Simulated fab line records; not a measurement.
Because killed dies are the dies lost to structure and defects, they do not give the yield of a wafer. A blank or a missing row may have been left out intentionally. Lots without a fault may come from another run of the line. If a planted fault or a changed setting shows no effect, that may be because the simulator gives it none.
Matching of chambers    flow sky130    SKY_LI_CONTACT_ETCH_15 on rie-diel-01 has 4 sister chambers
The step etches PSG in C4F8/O2/Ar, stops on Si, target depth 600 nm. 14 wafers are shown with their chamber, then 7 later ones without.

== WAFERS, EACH WITH ITS CHAMBER ==
wafer   chamber  oes-product-au (a.u.)  chamber-pressure-mTorr (mTorr)
L842.1  3        0.834                  40.03
L842.2  1        0.835                  40.00
L842.4  0        0.829                  39.95
L843.1  0        0.832                  39.95
L843.3  2        0.835                  40.00
L843.6  0        0.841                  39.99
L849.1  1        0.843                  40.03
L849.2  2        0.826                  40.04
L849.5  0        0.834                  39.99
L860.3  0        0.840                  40.05
L860.4  3        0.840                  40.01
L860.6  0        0.838                  39.97
L861.1  3        0.847                  39.97
L861.5  0        0.841                  40.00

SIGNATURES (means of the wafers above)
reading                 chamber 0  chamber 1  chamber 2  chamber 3  scatter within a chamber
oes-product-au          0.83643    0.83900    0.83050    0.84033    0.00543
chamber-pressure-mTorr  39.9857    40.0150    40.0200    40.0033    0.0321
Rule: for each reading, subtract the chamber's mean from the wafer's reading, divide by that reading's scatter and square the result; add these up over the readings and take the root, which gives the wafer's distance from the chamber. If the next closest chamber is less than 2 further off than the closest, the wafer can't be placed; otherwise it belongs to the closest. The scatter is the square root of a quotient: the sum, over the shown wafers, of each reading's squared deviation from its chamber's mean, divided by wafers minus chambers.

== WAFERS MISSING THEIR CHAMBER ==
wafer   oes-product-au (a.u.)  chamber-pressure-mTorr (mTorr)
L861.6  0.836                  40.08
L863.3  0.835                  39.95
L863.4  0.838                  39.98
L863.5  0.840                  39.94
L865.2  0.839                  40.01
L865.5  0.839                  39.99
L865.6  0.832                  40.01

== WHICH CHAMBER EACH WENT THROUGH ==
wafer   from the rows above                in truth
L861.6  can't be placed: 1 or 2 or 3 or 0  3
L863.3  can't be placed: 0 or 3 or 1 or 2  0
L863.4  can't be placed: 0 or 3 or 1 or 2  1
L863.5  can't be placed: 0 or 3 or 1 or 2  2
L865.2  can't be placed: 1 or 3 or 0 or 2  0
L865.5  can't be placed: 3 or 0 or 1 or 2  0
L865.6  can't be placed: 2 or 0 or 1 or 3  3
0 of 7 placed correctly. These rows do not allow placing 7 (true chamber among the candidates in 7). Placed wrongly: 0.
